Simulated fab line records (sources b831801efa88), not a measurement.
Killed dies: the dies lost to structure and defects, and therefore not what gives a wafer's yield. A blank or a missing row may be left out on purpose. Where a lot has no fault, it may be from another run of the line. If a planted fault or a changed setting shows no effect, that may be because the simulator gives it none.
A lot that was struck, set against a sound lot	flow gf180mcu	15 steps out of a route of 602
Sound: wafers L483.1, L483.4, L483.6. Struck: wafers L476.1, L476.3, L476.6. The cause is given at the end.
Each step with rows lists, per side, the tool, then ch with its chambers, then its first start. Under that, the readings that differ: sound wafers	struck wafers	difference of the means	sigmas: that difference in standard deviations of wafers without a fault.
alike: words and numbers the same on both sides, and readings whose means are apart by under 2 such deviations; not compared: readings that were withheld, readings missing a value for some wafer, numbers with overlapping values and no deviation given by the record, and bounds like >300 which may hide the same value.
Wherever a step has rows on one side only, a row that says differs or no value, or a row with sigmas, the two part there. Numbers that have no deviation but don't overlap get no sigmas and don't part them. A reading that every wafer of one side lacks parts them only if that side has two wafers or more.

GF_STI_THK_MEAS_02:
  sound on filmMetro-04 at day 4 21:46; struck on filmMetro-02 at day 3 09:02
reading	sound	struck	difference	sigmas
STI_OXIDATION_THK (nm)	10.21 10.08 10.10	9.69 9.73 9.74	-0.41	-2
then, 1 step without rows for these wafers: GF_STI_CVD_03 (deposits Si3N4 from DCS/NH3, target thk 207.16 nm, time 3551 s).
GF_STI_THK_MEAS_04:
  sound on filmMetro-04 at day 5 00:34; struck on filmMetro-04 at day 3 11:05
reading	sound	struck	difference	sigmas
STI_CVD_03_THK (nm)	225.4 225.2 223.3	219.6 221.8 219.5	-4.3	-2
then, 7 steps without rows for these wafers: GF_STI_DEHYDRATE_05 (time 60 s); GF_STI_HMDS_06 (prime time 60 s); GF_STI_COAT_07 (resist thk 700 nm); GF_STI_SOFTBAKE_08 (time 60 s); GF_STI_EXPOSE_09 (exposes mask COMP, target cd 220 nm); GF_STI_PEB_10 (peb time 90 s); GF_STI_DEVELOP_11 (develop time 60 s).
GF_STI_CD_MEAS_12 targets a cd of 220 nm.
  sound on cdSem-02 at day 5 14:09; struck on cdSem-01 at day 4 00:24
  alike: cdNm
GF_STI_ETCH_13: etches the open film in CHF3/O2, stops on Si, target depth 282.31 nm, time 112.9 s.
  sound on rieDiel-04 ch 0,1,2, day 5 14:16; struck on rieDiel-04 ch 1,2,3, day 4 00:31
  alike: O2_flow_sccm, biasW, drypumpMotorCurrentA, oesProductAu, throttleValvePct
  not compared: rfHoursCounterH
GF_STI_ETCH_14: etches Si in HBr/Cl2/O2, target depth 360 nm, time 102.9 s.
  sound on rieSi-02 ch 1,2,3, day 5 14:21; struck on rieSi-02 ch 2,3, day 4 00:36
  no value came back on the struck wafers for any of 5 readings (HBr_flow_sccm (sccm), O2_flow_sccm (sccm) and others); on the sound wafers HBr_flow_sccm (sccm) reads 150.5 149.9 150.9
reading	sound	struck	difference	sigmas
model.KrF_of_STI_COAT_07.thkNm (nm)	314.6 313.8 309.5	439.7 438.5 437.3	+125.9	
  not compared: rfHoursCounterH, model.STI.cdNm
GF_STI_STRIP_15: strips in O2/N2.
  sound on plasmaAsher-02 ch 0, day 5 14:25; struck on plasmaAsher-02 ch 0,1, day 4 00:43
reading	sound	struck	difference	sigmas
oesProductAu (a.u.)	0.380 0.381 0.379	0.433 0.434 0.436	+0.054	+10
stripTimeToEndpointS (s)	3.69 3.66 3.63	4.95 4.92 4.93	+1.27	+27
  alike: drypumpMotorCurrentA, heaterPowerW, n2FlowSccm, o2FlowSccm
  not compared: rfHoursCounterH
then, 1 step without rows for these wafers: GF_STI_CLEAN_16 (cleans in dHF, time 25 s).

## WHERE THEY PART
At GF_STI_THK_MEAS_02 first; at GF_STI_STRIP_15 last (within this record only).

WHY: whatever the simulator had introduced
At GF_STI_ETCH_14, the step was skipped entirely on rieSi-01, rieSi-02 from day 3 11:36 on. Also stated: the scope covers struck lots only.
